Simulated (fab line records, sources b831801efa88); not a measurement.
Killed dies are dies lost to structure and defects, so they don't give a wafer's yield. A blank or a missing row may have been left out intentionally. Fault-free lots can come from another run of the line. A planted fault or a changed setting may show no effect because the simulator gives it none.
Chamber matching | flow gf180mcu | 4 sister chambers for GF_CONTACT_ETCH_16 on rie-diel-04
The step etches BARC in N2/H2. 8 wafers are shown with their chamber, then 8 later ones without.

WAFERS, EACH WITH ITS CHAMBER
wafer  | chamber | drypump-motor-current-A (A) | rf-fwd-power-W (W)
L082.4 | 3       | 5.4                         | 498.3
L087.3 | 1       | 6.2                         | 494.1
L087.4 | 2       | 5.2                         | 495.7
L087.6 | 1       | 6.2                         | 493.4
L088.1 | 2       | 5.2                         | 491.6
L088.3 | 0       | 5.3                         | 496.8
L088.4 | 3       | 5.4                         | 497.6
L090.3 | 0       | 5.4                         | 496.1

WAFERS MISSING THEIR CHAMBER
wafer  | drypump-motor-current-A (A) | rf-fwd-power-W (W)
L090.4 | 5.2                         | 496.5
L090.6 | 6.2                         | 497.3
L092.1 | 5.4                         | 494.1
L092.2 | 6.2                         | 493.6
L092.4 | 5.3                         | 495.9
L094.1 | 5.2                         | 492.7
L094.3 | 6.2                         | 494.5
L094.6 | 6.2                         | 492.4

CHAMBER TAKEN BY EACH
wafer  | from the rows above          | in truth
L090.4 | 2                            | 2
L090.6 | 1                            | 1
L092.1 | can't be placed: 0 or 3      | 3
L092.2 | 1                            | 1
L092.4 | can't be placed: 0 or 3 or 2 | 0
L094.1 | 2                            | 2
L094.3 | 1                            | 1
L094.6 | 1                            | 1
Placed correctly: 6 of 8. Unplaceable from these rows: 2, with the true chamber sitting among the candidates in 2. Placed wrongly: 0.
How it was worked out, from the rows above alone: a wafer's distance from a chamber is the root of the sum, over the readings, of the square of ((its reading less the chamber's mean) divided by the reading's scatter). The wafer belongs to the nearest chamber; if the next one is less than 2 further off, it can't be placed. For every chamber, the mean is computed from those of its wafers that are shown. The scatter: the root of (the sum of the squares of (reading less its chamber's mean) over the shown wafers, divided by (wafers less chambers)).
